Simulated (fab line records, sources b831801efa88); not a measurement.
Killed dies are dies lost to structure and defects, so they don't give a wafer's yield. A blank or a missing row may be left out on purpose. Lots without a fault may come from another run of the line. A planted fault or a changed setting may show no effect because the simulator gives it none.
Chamber matching | flow gf180mcu | GF_V4_CVD_00 on hdpcvd-02: 3 sister chambers
The step deposits SiO2, target thk 600 nm, time 100 s. 14 wafers are shown with their chamber, then 7 later ones without.

WAFERS WITH THEIR CHAMBER
wafer  | chamber | susceptor_temp_C (C) | sih4_flow_sccm (sccm)
L573.2 | 1       | 400.07               | 59.82
L573.3 | 2       | 400.10               | 59.81
L573.5 | 2       | 399.89               | 60.13
L576.1 | 0       | 400.33               | 60.06
L576.5 | 0       | 400.01               | 60.03
L576.6 | 2       | 400.16               | 60.02
L577.2 | 0       | 399.89               | 59.77
L577.3 | 0       | 400.05               | 59.84
L577.6 | 0       | 400.24               | 60.09
L578.1 | 0       | 399.63               | 60.18
L578.4 | 0       | 399.56               | 59.79
L578.6 | 0       | 399.93               | 59.98
L579.2 | 0       | 400.05               | 60.34
L579.4 | 1       | 400.23               | 60.03

SIGNATURES (means of the wafers above)
reading          | chamber 0 | chamber 1 | chamber 2 | scatter within a chamber
susceptor_temp_C | 399.9656  | 400.1500  | 400.0500  | 0.226
sih4_flow_sccm   | 60.0089   | 59.9250   | 59.9867   | 0.18
Rule: a wafer's distance from a chamber is the root of the sum, over the readings, of the square of ((its reading less the chamber's mean) divided by the reading's scatter). The wafer belongs to the nearest chamber; if the next one is less than 2 further off, it can't be placed. The scatter: the root of (the sum of the squares of (reading less its chamber's mean) over the shown wafers, divided by (wafers less chambers)).

WAFERS WITHOUT THEIR CHAMBER
wafer  | susceptor_temp_C (C) | sih4_flow_sccm (sccm)
L579.5 | 400.23               | 59.83
L580.1 | 399.95               | 60.24
L580.3 | 400.17               | 60.07
L580.6 | 400.18               | 60.20
L582.1 | 400.12               | 59.92
L582.5 | 399.87               | 59.69
L582.6 | 400.12               | 59.99

WHICH CHAMBER EACH WENT THROUGH
wafer  | from the rows above          | in truth
L579.5 | can't be placed: 1 or 2 or 0 | 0
L580.1 | can't be placed: 0 or 2 or 1 | 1
L580.3 | can't be placed: 2 or 1 or 0 | 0
L580.6 | can't be placed: 2 or 0 or 1 | 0
L582.1 | can't be placed: 1 or 2 or 0 | 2
L582.5 | can't be placed: 1 or 0 or 2 | 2
L582.6 | can't be placed: 2 or 1 or 0 | 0
Placed correctly: 0 of 7. Can't be placed from these rows: 7 (the true chamber is among the candidates in 7). Placed wrongly: 0.
